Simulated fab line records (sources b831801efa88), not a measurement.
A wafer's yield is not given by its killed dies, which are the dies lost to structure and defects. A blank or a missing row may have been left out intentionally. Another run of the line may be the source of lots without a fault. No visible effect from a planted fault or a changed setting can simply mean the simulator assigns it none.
Which tool did it? / flow gf180mcu / 7 lots, 21 wafers sampled, at 1 step of a route of 602

## WHAT EACH GAUGE READ, for each wafer
GF_V3_BOW_MEAS_05.
lot=L877; measured=day 21 21:22; on=filmMetro-03; V3_BOW (um)=109 113 112
lot=L883; measured=day 24 02:03; on=filmMetro-03; V3_BOW (um)=115 119 111
lot=L888; measured=day 25 11:01; on=filmMetro-03; V3_BOW (um)=112 124 122
lot=L890; measured=day 26 08:01; on=filmMetro-04; V3_BOW (um)=113 116 118
lot=L891; measured=day 27 01:50; on=filmMetro-02; V3_BOW (um)=137 134 120
lot=L895; measured=day 27 17:34; on=filmMetro-02; V3_BOW (um)=113 114 115
lot=L897; measured=day 28 19:02; on=filmMetro-04; V3_BOW (um)=128 126 113

## TOOL THAT RAN EACH LOT (tool first, then ch and the chambers of the sampled wafers, then the start)
Record: no process step prior to these readings.

## THE ANSWER, worked out from the rows above alone
Rule: usual is defined by the lots themselves. Put in order of their means at a reading, lots are off if they are a third of the lots or fewer, leave a main group of 4 or more, and stand apart from it by a gap of 3 or more times the standard deviation of the main group's means; of several such gaps the widest counts. If all means in a main group match to the digits the tables above print for the reading, that group is not used. Also off: a lot with no number at a reading for which 4 or more lots have one. Any other lot the step has rows for is counted as sound.
No lot is off on any of the readings shown, so nothing can be concluded from this.

## WHAT THE SIMULATOR HAD PUT IN
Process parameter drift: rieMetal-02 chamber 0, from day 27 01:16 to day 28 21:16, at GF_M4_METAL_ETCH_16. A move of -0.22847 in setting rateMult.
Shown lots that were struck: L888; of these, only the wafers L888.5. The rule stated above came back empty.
